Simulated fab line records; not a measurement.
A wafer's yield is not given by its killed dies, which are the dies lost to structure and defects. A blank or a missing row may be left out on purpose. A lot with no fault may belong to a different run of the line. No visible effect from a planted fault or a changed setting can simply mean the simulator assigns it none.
What tool caused it? / flow gf180mcu / Sampling: 7 lots, 21 wafers, 2 of 602 route steps

== WHAT EACH GAUGE READ, for each wafer ==
GF_VT_IMPLANT_RS_MEAS_47: measurement is done with a four-point probe.
lot=L846; measured=day 8 02:19; on=film_metro-04; NWELL_RS (ohm/sq)=487.3 486.7 487.5
lot=L848; measured=day 8 13:58; on=film_metro-02; NWELL_RS (ohm/sq)=488.6 488.9 488.6
lot=L851; measured=day 9 13:32; on=film_metro-02; NWELL_RS (ohm/sq)=487.1 487.6 487.7
lot=L856; measured=day 10 22:40; on=film_metro-02; NWELL_RS (ohm/sq)=487.3 487.1 487.0
lot=L858; measured=day 11 09:18; on=film_metro-02; NWELL_RS (ohm/sq)=487.1 486.1 486.2
lot=L861; measured=day 12 05:45; on=film_metro-03; NWELL_RS (ohm/sq)=488.1 490.0 489.7
lot=L866; measured=day 13 19:34; on=film_metro-03; NWELL_RS (ohm/sq)=488.6 487.6 489.0

== TOOL THAT RAN EACH LOT (tool first, then ch and the chambers of the sampled wafers, then the start) ==
lot=L846; GF_NWELL_IMPLANT_08=implanter-04 ch 0, day 3 17:40
lot=L848; GF_NWELL_IMPLANT_08=implanter-04 ch 0, day 4 05:02
lot=L851; GF_NWELL_IMPLANT_08=implanter-02 ch 0, day 4 22:02
lot=L856; GF_NWELL_IMPLANT_08=implanter-02 ch 0, day 6 02:33
lot=L858; GF_NWELL_IMPLANT_08=implanter-02 ch 0, day 6 11:32
lot=L861; GF_NWELL_IMPLANT_08=implanter-01 ch 0, day 7 03:14
lot=L866; GF_NWELL_IMPLANT_08=implanter-02 ch 0, day 8 09:22
- GF_NWELL_IMPLANT_08

== THE ANSWER, worked out from the rows above alone ==
Rule: usual is defined by the lots themselves. The widest of any qualifying gaps counts: lots, ordered by their means at a reading, are off when they make up no more than a third of the lots, leave a main group of 4 or more, and stand apart from it by 3 or more times the standard deviation of that group's means. Not used: any main group whose means are identical at the precision the tables above print for the reading. Also off: a lot with no number at a reading for which 4 or more lots have one. The other lots that the step has rows for count as sound.
No lot is off on any of the readings shown, so nothing can be concluded from this.

== WHAT THE SIMULATOR PUT IN ==
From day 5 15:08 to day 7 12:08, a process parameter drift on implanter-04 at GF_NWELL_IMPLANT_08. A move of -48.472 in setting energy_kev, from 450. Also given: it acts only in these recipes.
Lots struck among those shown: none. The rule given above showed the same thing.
